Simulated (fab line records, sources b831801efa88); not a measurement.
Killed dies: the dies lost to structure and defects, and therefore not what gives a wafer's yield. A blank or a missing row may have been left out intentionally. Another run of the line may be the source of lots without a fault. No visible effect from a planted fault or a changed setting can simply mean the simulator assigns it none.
Which of the tools did it? :: flow sky130 :: 42 wafers from 14 lots sampled at 5 of the route's 708 steps

## WHAT THE GAUGES READ, wafer by wafer
SKY_VT_ADJUST_HVTR_OVL_MEAS_08.
lot: L611
measured: day 9 10:28
on: overlay-01
VT_ADJUST_HVTR_OVL (nm): 2.4 0.2 0.3

lot: L612
measured: day 9 11:13
on: overlay-01
VT_ADJUST_HVTR_OVL (nm): -2.3 -0.6 -1.6

lot: L613
measured: day 10 01:24
on: overlay-01
VT_ADJUST_HVTR_OVL (nm): 2.0 -0.3 0.7

lot: L614
measured: day 10 04:42
on: overlay-02
VT_ADJUST_HVTR_OVL (nm): 3.0 0.8 2.6

lot: L615
measured: day 10 13:15
on: overlay-02
VT_ADJUST_HVTR_OVL (nm): 2.1 -0.2 1.3

lot: L616
measured: day 11 00:28
on: overlay-01
VT_ADJUST_HVTR_OVL (nm): 1.5 3.6 2.7

lot: L617
measured: day 11 06:11
on: overlay-01
VT_ADJUST_HVTR_OVL (nm): -0.5 -1.5 -2.4

lot: L620
measured: day 12 07:29
on: overlay-01
VT_ADJUST_HVTR_OVL (nm): 0.2 -0.3 -1.1

lot: L626
measured: day 14 01:40
on: overlay-02
VT_ADJUST_HVTR_OVL (nm): 1.0 0.3 0.6

lot: L627
measured: day 14 12:04
on: overlay-02
VT_ADJUST_HVTR_OVL (nm): -1.3 -0.3 0.0

lot: L628
measured: day 14 17:14
on: overlay-01
VT_ADJUST_HVTR_OVL (nm): 2.3 0.8 0.5

lot: L632
measured: day 16 01:03
on: overlay-01
VT_ADJUST_HVTR_OVL (nm): -1.8 -2.5 -2.0

lot: L634
measured: day 16 16:12
on: overlay-01
VT_ADJUST_HVTR_OVL (nm): 0.6 2.1 -1.3

lot: L633
measured: day 16 17:38
on: overlay-02
VT_ADJUST_HVTR_OVL (nm): 1.8 2.4 0.2

SKY_RES_PROTECT_TW_MEAS_08.
lot: L611
measured: day 15 04:10
on: film_metro-04
POLY_GATE_TW: 4123 4140 4111

lot: L612
measured: day 15 04:21
on: film_metro-03
POLY_GATE_TW: 4032 4051 4033

lot: L613
measured: day 15 17:13
on: film_metro-01
POLY_GATE_TW: 4046 4061 4059

lot: L614
measured: day 15 23:08
on: film_metro-03
POLY_GATE_TW: 4039 4040 4027

lot: L615
measured: day 16 08:25
on: film_metro-04
POLY_GATE_TW: 4106 4114 4103

lot: L616
measured: day 17 00:38
on: film_metro-03
POLY_GATE_TW: 4027 4045 4028

lot: L617
measured: day 17 06:55
on: film_metro-03
POLY_GATE_TW: 4030 4013 4041

lot: L620
measured: day 18 12:26
on: film_metro-03
POLY_GATE_TW: 4041 4050 4004

lot: L626
measured: day 20 15:34
on: film_metro-01
POLY_GATE_TW: 4085 4062 4039

lot: L627
measured: day 21 01:38
on: film_metro-03
POLY_GATE_TW: 4027 4018 4006

lot: L628
measured: day 21 10:14
on: film_metro-01
POLY_GATE_TW: 4058 4061 4015

lot: L632
measured: day 22 20:13
on: film_metro-04
POLY_GATE_TW: 4097 4084 4086

lot: L634
measured: day 23 08:42
on: film_metro-01
POLY_GATE_TW: 4052 4042 4064

lot: L633
measured: day 23 12:19
on: film_metro-01
POLY_GATE_TW: 4077 4047 4035

SKY_POLY_GATE_CD_MEAS_13: the cd target is 150 nm.
lot: L611
measured: day 16 10:28
on: cd_sem-01
cd_nm (nm): 152.8 151.7 152.7

lot: L612
measured: day 16 11:35
on: cd_sem-02
cd_nm (nm): 149.0 147.8 148.8

lot: L613
measured: day 16 23:28
on: cd_sem-02
cd_nm (nm): 149.1 149.8 149.6

lot: L614
measured: day 17 04:40
on: cd_sem-02
cd_nm (nm): 149.8 148.6 149.6

lot: L615
measured: day 17 14:02
on: cd_sem-01
cd_nm (nm): 149.8 150.7 150.1

lot: L616
measured: day 18 07:52
on: cd_sem-02
cd_nm (nm): 149.2 149.7 149.0

lot: L617
measured: day 18 14:13
on: cd_sem-01
cd_nm (nm): 150.9 149.6 150.5

lot: L620
measured: day 19 20:25
on: cd_sem-02
cd_nm (nm): 148.5 147.5 148.1

lot: L626
measured: day 21 23:35
on: cd_sem-01
cd_nm (nm): 144.1 143.7 143.6

lot: L627
measured: day 22 09:34
on: cd_sem-02
cd_nm (nm): 143.4 142.5 141.8

lot: L628
measured: day 22 18:22
on: cd_sem-02
cd_nm (nm): 146.3 146.7 147.2

lot: L632
measured: day 24 02:38
on: cd_sem-02
cd_nm (nm): 150.8 149.3 149.8

lot: L634
measured: day 25 08:44
on: cd_sem-02
cd_nm (nm): 146.2 148.4 147.1

lot: L633
measured: day 25 09:16
on: cd_sem-01
cd_nm (nm): 148.7 149.8 148.9

SKY_LDD_P_CD_MEAS_07: the cd target is 380 nm.
lot: L611
measured: day 19 01:37
on: cd_sem-01
cd_nm (nm): 381.5 381.4 379.5

lot: L612
measured: day 19 02:17
on: cd_sem-01
cd_nm (nm): 384.2 379.8 382.4

lot: L613
measured: day 19 13:53
on: cd_sem-01
cd_nm (nm): 378.8 378.4 378.5

lot: L614
measured: day 19 20:28
on: cd_sem-01
cd_nm (nm): 379.1 379.1 377.8

lot: L615
measured: day 20 06:25
on: cd_sem-02
cd_nm (nm): 384.1 385.4 385.0

lot: L616
measured: day 21 00:28
on: cd_sem-02
cd_nm (nm): 383.7 382.1 384.9

lot: L617
measured: day 21 06:10
on: cd_sem-01
cd_nm (nm): 379.2 382.2 381.6

lot: L620
measured: day 22 14:02
on: cd_sem-02
cd_nm (nm): 382.4 381.4 384.1

lot: L626
measured: day 24 12:37
on: cd_sem-02
cd_nm (nm): 378.5 382.0 379.9

lot: L627
measured: day 25 00:37
on: cd_sem-02
cd_nm (nm): 378.8 377.1 376.0

lot: L628
measured: day 25 07:31
on: cd_sem-01
cd_nm (nm): 381.3 382.3 380.6

lot: L632
measured: day 26 16:38
on: cd_sem-01
cd_nm (nm): 380.3 381.0 381.8

lot: L634
measured: day 27 23:31
on: cd_sem-02
cd_nm (nm): 383.4 381.0 383.8

lot: L633
measured: day 27 22:55
on: cd_sem-02
cd_nm (nm): 380.4 382.9 378.5

## WHAT TOOL EACH LOT RAN ON (gives the tool, then ch and the chambers of the sampled wafers, and finally the start)
lot: L611
SKY_POLY_GATE_DEVELOP_12: litho_track-02 ch 0, day 16 10:00

lot: L612
SKY_POLY_GATE_DEVELOP_12: litho_track-02 ch 0, day 16 11:00

lot: L613
SKY_POLY_GATE_DEVELOP_12: litho_track-01 ch 0, day 16 23:00

lot: L614
SKY_POLY_GATE_DEVELOP_12: litho_track-04 ch 0, day 17 04:00

lot: L615
SKY_POLY_GATE_DEVELOP_12: litho_track-02 ch 0, day 17 13:00

lot: L616
SKY_POLY_GATE_DEVELOP_12: litho_track-01 ch 0, day 18 07:00

lot: L617
SKY_POLY_GATE_DEVELOP_12: litho_track-02 ch 0, day 18 14:00

lot: L620
SKY_POLY_GATE_DEVELOP_12: litho_track-04 ch 0, day 19 20:00

lot: L626
SKY_POLY_GATE_DEVELOP_12: litho_track-02 ch 0, day 21 23:00

lot: L627
SKY_POLY_GATE_DEVELOP_12: litho_track-02 ch 0, day 22 09:00

lot: L628
SKY_POLY_GATE_DEVELOP_12: litho_track-04 ch 0, day 22 18:00

lot: L632
SKY_POLY_GATE_DEVELOP_12: litho_track-01 ch 0, day 24 02:00

lot: L634
SKY_POLY_GATE_DEVELOP_12: litho_track-04 ch 0, day 25 08:00

lot: L633
SKY_POLY_GATE_DEVELOP_12: litho_track-02 ch 0, day 25 09:00
- SKY_POLY_GATE_DEVELOP_12: develop time 60 s.

## AS READ BY THE TOOLS THEMSELVES (means over the sampled wafers that have a number; for cases with no such wafer, the mark the record gives instead)
The record holds no such reading with a usual standard deviation.

## THE ANSWER, worked out from the rows above alone
Rule: the usual values come from the lots themselves. Put in order of their means at a reading, lots are off if they are a third of the lots or fewer, leave a main group of 4 or more, and stand apart from it by a gap of 3 or more times the standard deviation of the main group's means; of several such gaps the widest counts. A main group is skipped when, at the precision printed for the reading in the tables above, its means are all equal. Also off: a lot with no number at a reading for which 4 or more lots have one. All remaining lots with rows at the step are treated as sound. Order of review: gauges by route order, followed by the tools' own readings, for which a lot's mean as printed above is used. The first step at which some lot is off is used, and at that step the reading that is off furthest; a lot without a number counts as furthest.
None of the lots is off at any reading shown; this tells nothing.

## WHAT THE SIMULATOR HAD INSERTED
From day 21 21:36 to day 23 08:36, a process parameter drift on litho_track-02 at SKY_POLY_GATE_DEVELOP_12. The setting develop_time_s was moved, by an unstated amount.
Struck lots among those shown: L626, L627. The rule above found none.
